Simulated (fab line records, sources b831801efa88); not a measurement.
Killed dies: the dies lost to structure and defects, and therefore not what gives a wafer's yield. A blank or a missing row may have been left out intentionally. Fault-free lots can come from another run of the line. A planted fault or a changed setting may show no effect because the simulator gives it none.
Matching of chambers | flow sfq line | cmp-01 running SFQ_TRILAYER_I1_CMP_CMP_046: 4 sister chambers
The step polishes SiO2. 7 wafers are shown with their chamber, then 6 later ones without.

## EACH WAFER AND ITS CHAMBER
wafer  | chamber | motor current A (A) | time to endpoint s (s)
L476.4 | 3       | 11.6                | 221
L478.5 | 2       | 9.4                 | 224
L492.5 | 1       | 8.7                 | 212
L492.6 | 0       | 11.5                | 217
L493.1 | 1       | 8.7                 | 217
L493.2 | 0       | 11.1                | 219
L493.5 | 2       | 9.9                 | 234

## WAFERS MISSING THEIR CHAMBER
wafer  | motor current A (A) | time to endpoint s (s)
L495.4 | 10.1                | 215
L495.1 | 10.7                | 209
L495.2 | 8.3                 | 213
L496.1 | 10.5                | 211
L496.2 | 11.7                | 213
L496.5 | 10.6                | 214

## WHICH CHAMBER EACH WENT THROUGH
wafer  | from the rows above          | in truth
L495.4 | can't be placed: 2 or 0 or 1 | 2
L495.1 | can't be placed: 0 or 3      | 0
L495.2 | 1                            | 1
L496.1 | can't be placed: 0 or 3 or 2 | 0
L496.2 | can't be placed: 3 or 0      | 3
L496.5 | can't be placed: 0 or 3      | 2
1 of 6 placed correctly. Not placeable from these rows: 5 (in 4, the candidates include the true chamber). Placed wrongly: 0.
How it was worked out, from the rows above alone: a wafer's distance from a chamber is the root of the sum, over the readings, of the square of ((its reading less the chamber's mean) divided by the reading's scatter). If the next closest chamber is less than 2 further off than the closest, the wafer can't be placed; otherwise it belongs to the closest. A chamber's mean is the mean of its shown wafers. The scatter is the square root of a quotient: the sum, over the shown wafers, of each reading's squared deviation from its chamber's mean, divided by wafers minus chambers.
